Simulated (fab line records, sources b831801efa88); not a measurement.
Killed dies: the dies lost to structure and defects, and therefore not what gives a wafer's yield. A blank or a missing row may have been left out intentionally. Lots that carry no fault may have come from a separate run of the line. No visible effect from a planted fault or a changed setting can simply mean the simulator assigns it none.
Which tool was responsible? | flow sky130 | Sampling: 13 lots, 39 wafers, 6 of 708 route steps

== WHAT EACH GAUGE READ, for each wafer ==
SKY_SONOS_ONO_OVL_MEAS_14.
lot  | measured     | on         | SONOS_ONO_OVL (nm)
L626 | day 13 02:36 | overlay-02 | -0.4 2.0 -0.2
L627 | day 13 07:38 | overlay-02 | -1.3 -1.0 0.2
L629 | day 13 21:22 | overlay-01 | 0.4 1.5 -0.9
L630 | day 14 10:18 | overlay-02 | -0.7 0.2 -0.5
L631 | day 14 23:22 | overlay-01 | -0.6 -1.7 -0.9
L633 | day 15 12:58 | overlay-01 | -1.7 -1.6 -2.6
L634 | day 15 14:35 | overlay-02 | 1.3 0.2 0.9
L637 | day 16 16:52 | overlay-02 | -2.1 -1.3 0.0
L644 | day 19 02:09 | overlay-02 | -3.2 -3.6 -2.1
L645 | day 19 11:07 | overlay-01 | 0.7 -1.9 -1.0
L646 | day 19 22:37 | overlay-02 | -0.8 0.5 -0.5
L647 | day 20 12:19 | overlay-02 | 0.4 -0.7 1.2
L648 | day 20 21:15 | overlay-02 | -2.5 -1.2 0.1

SKY_POLY_GATE_THK_MEAS_04.
lot  | measured     | on            | POLY_GATE_CVD_03_THK (nm)
L626 | day 15 15:25 | film metro-01 | 75.1 75.1 74.9
L627 | day 15 21:23 | film metro-03 | 75.2 76.0 75.5
L629 | day 16 11:25 | film metro-01 | 75.8 75.2 75.7
L630 | day 17 02:37 | film metro-01 | 75.2 76.1 75.6
L631 | day 17 15:13 | film metro-04 | 75.5 76.1 75.6
L633 | day 18 04:57 | film metro-01 | 74.9 74.7 74.8
L634 | day 18 08:08 | film metro-04 | 76.5 76.5 75.9
L637 | day 19 11:03 | film metro-04 | 75.4 75.7 75.0
L644 | day 21 22:48 | film metro-01 | 74.4 74.7 74.7
L645 | day 22 07:31 | film metro-04 | 74.8 74.8 74.7
L646 | day 22 20:26 | film metro-03 | 74.4 74.1 74.7
L647 | day 23 09:03 | film metro-01 | 74.7 74.8 75.1
L648 | day 23 18:40 | film metro-01 | 73.8 74.1 74.0

SKY_LDD_P_TW_MEAS_11.
lot  | measured     | on            | LDD_P_TW
L626 | day 19 09:49 | film metro-03 | 634 636 631
L627 | day 19 16:07 | film metro-03 | 632 634 634
L629 | day 20 13:28 | film metro-04 | 632 636 635
L630 | day 20 23:56 | film metro-02 | 636 630 633
L631 | day 21 14:01 | film metro-04 | 636 635 636
L633 | day 22 03:44 | film metro-04 | 635 637 640
L634 | day 22 06:17 | film metro-04 | 30 30 30
L637 | day 23 10:16 | film metro-02 | 635 633 635
L644 | day 25 20:41 | film metro-04 | 631 635 633
L645 | day 26 05:59 | film metro-02 | 634 635 632
L646 | day 26 17:08 | film metro-03 | 635 631 631
L647 | day 27 07:14 | film metro-03 | 628 628 628
L648 | day 27 15:59 | film metro-03 | 629 629 625

== EACH LOT AND THE TOOL THAT RAN IT (in order: tool; ch and the chambers of the sampled wafers; start) ==
lot  | SKY_GATE_OXIDE_STRIP_13              | SKY_LDD_N_STRIP_16                   | SKY_LDD_P_STRIP_10
L626 | plasma asher-03 ch 0,1, day 14 06:46 | plasma asher-02 ch 0,1, day 18 03:14 | plasma asher-02 ch 0,1, day 19 09:41
L627 | plasma asher-02 ch 0,1, day 14 12:38 | plasma asher-03 ch 0,1, day 18 09:17 | plasma asher-02 ch 0,1, day 19 16:01
L629 | plasma asher-04 ch 0,1, day 15 01:49 | plasma asher-01 ch 0,1, day 19 06:08 | plasma asher-02 ch 0,1, day 20 13:22
L630 | plasma asher-03 ch 0,1, day 15 15:46 | plasma asher-03 ch 1, day 19 17:13   | plasma asher-02 ch 0,1, day 20 23:50
L631 | plasma asher-03 ch 0,1, day 16 06:58 | plasma asher-01 ch 0,1, day 20 07:52 | plasma asher-03 ch 1, day 21 13:55
L633 | plasma asher-04 ch 0,1, day 16 19:40 | plasma asher-03 ch 0,1, day 20 20:56 | plasma asher-03 ch 0,1, day 22 03:38
L634 | plasma asher-03 ch 0,1, day 16 20:58 | plasma asher-03 ch 0, day 20 23:23   | plasma asher-03 ch 0, day 22 06:11
L637 | plasma asher-03 ch 0,1, day 17 22:50 | plasma asher-01 ch 0,1, day 22 03:10 | plasma asher-02 ch 0,1, day 23 10:10
L644 | plasma asher-04 ch 0,1, day 20 12:10 | plasma asher-01 ch 0,1, day 24 14:41 | plasma asher-02 ch 0,1, day 25 20:35
L645 | plasma asher-03 ch 0,1, day 20 20:02 | plasma asher-03 ch 0,1, day 25 00:08 | plasma asher-02 ch 0,1, day 26 05:54
L646 | plasma asher-04 ch 0,1, day 21 08:01 | plasma asher-02 ch 0,1, day 25 11:02 | plasma asher-04 ch 0,1, day 26 17:02
L647 | plasma asher-02 ch 0, day 21 21:31   | plasma asher-02 ch 0,1, day 26 01:28 | plasma asher-04 ch 0,1, day 27 07:08
L648 | plasma asher-04 ch 0,1, day 22 06:04 | plasma asher-03 ch 0,1, day 26 10:10 | plasma asher-03 ch 0,1, day 27 15:52
- SKY_GATE_OXIDE_STRIP_13: strips in O2/N2.
- SKY_LDD_N_STRIP_16: strips in O2/N2.
- SKY_LDD_P_STRIP_10: strips in O2/N2.

== AS READ BY THE TOOLS THEMSELVES (means over the sampled wafers that have a number; for cases with no such wafer, the mark the record gives instead) ==
SKY_GATE_OXIDE_STRIP_13.
lot  | tool            | drypump motor current A (A) | oes product au (a.u.) | strip time to endpoint s (s)
L626 | plasma asher-03 | 6.6                         | 0.718                 | 14.14
L627 | plasma asher-02 | 4.9                         | 0.713                 | 14.14
L629 | plasma asher-04 | 5.8                         | 0.719                 | 14.12
L630 | plasma asher-03 | 6.6                         | 0.717                 | 14.16
L631 | plasma asher-03 | 6.6                         | 0.720                 | 14.16
L633 | plasma asher-04 | 5.8                         | 0.719                 | 14.18
L634 | plasma asher-03 | 6.6                         | 0.713                 | 14.22
L637 | plasma asher-03 | 6.6                         | 0.714                 | 14.27
L644 | plasma asher-04 | 5.2                         | 0.715                 | 14.25
L645 | plasma asher-03 | 6.6                         | 0.712                 | 14.18
L646 | plasma asher-04 | 5.8                         | 0.711                 | 14.18
L647 | plasma asher-02 | 4.8                         | 0.717                 | 14.23
L648 | plasma asher-04 | 5.3                         | 0.714                 | 14.17

SKY_LDD_N_STRIP_16.
lot  | tool            | drypump motor current A (A) | oes product au (a.u.) | strip time to endpoint s (s)
L626 | plasma asher-02 | 5.0                         | 0.405                 | 4.307
L627 | plasma asher-03 | 6.6                         | 0.405                 | 4.315
L629 | plasma asher-01 | 6.4                         | 0.411                 | 4.302
L630 | plasma asher-03 | 6.7                         | 0.408                 | 4.296
L631 | plasma asher-01 | 6.4                         | 0.405                 | 4.295
L633 | plasma asher-03 | 6.6                         | 0.401                 | 4.307
L634 | plasma asher-03 | 6.5                         | 0.903                 | -
L637 | plasma asher-01 | 6.1                         | 0.405                 | 4.327
L644 | plasma asher-01 | 6.4                         | 0.412                 | 4.334
L645 | plasma asher-03 | 6.6                         | 0.411                 | 4.331
L646 | plasma asher-02 | 4.9                         | 0.405                 | 4.315
L647 | plasma asher-02 | 5.0                         | 0.409                 | 4.349
L648 | plasma asher-03 | 6.6                         | 0.405                 | 4.319

SKY_LDD_P_STRIP_10.
lot  | tool            | drypump motor current A (A) | oes product au (a.u.) | strip time to endpoint s (s)
L626 | plasma asher-02 | 4.9                         | 0.718                 | 14.23
L627 | plasma asher-02 | 5.0                         | 0.719                 | 14.17
L629 | plasma asher-02 | 4.9                         | 0.717                 | 14.17
L630 | plasma asher-02 | 5.0                         | 0.715                 | 14.17
L631 | plasma asher-03 | 6.7                         | 0.719                 | 14.16
L633 | plasma asher-03 | 6.6                         | 0.716                 | 14.11
L634 | plasma asher-03 | 6.5                         | 0.719                 | 15.79
L637 | plasma asher-02 | 4.9                         | 0.716                 | 14.24
L644 | plasma asher-02 | 4.9                         | 0.717                 | 14.17
L645 | plasma asher-02 | 4.9                         | 0.715                 | 14.19
L646 | plasma asher-04 | 5.2                         | 0.718                 | 14.19
L647 | plasma asher-04 | 5.3                         | 0.718                 | 14.20
L648 | plasma asher-03 | 6.6                         | 0.713                 | 14.17

== THE ANSWER, worked out from the rows above alone ==
Rule: the lots themselves supply what counts as usual. The widest of any qualifying gaps counts: lots, ordered by their means at a reading, are off when they make up no more than a third of the lots, leave a main group of 4 or more, and stand apart from it by 3 or more times the standard deviation of that group's means. A main group is skipped when, at the precision printed for the reading in the tables above, its means are all equal. Also off: a lot with no number at a reading for which 4 or more lots have one. Where the step has rows for the other lots, those lots are counted as sound. Order of review: gauges by route order, followed by the tools' own readings, for which a lot's mean as printed above is used. The first step at which some lot is off is used, and at that step the reading that is off furthest; a lot without a number counts as furthest.
Off: at SKY_LDD_P_TW_MEAS_11 (LDD_P_TW), L634. For the main group the mean is 633 and the standard deviation 2.7.
A tool fits if, at a process step before that reading, it ran every lot that is off, and no sound lot after the first of them. The gauges at SKY_LDD_P_TW_MEAS_11 aren't tried: what is off there is off at SKY_LDD_N_STRIP_16 too, on other tools, and a gauge's error can't cause that. Not one of the candidates tried fits.

== WHAT THE SIMULATOR PUT IN ==
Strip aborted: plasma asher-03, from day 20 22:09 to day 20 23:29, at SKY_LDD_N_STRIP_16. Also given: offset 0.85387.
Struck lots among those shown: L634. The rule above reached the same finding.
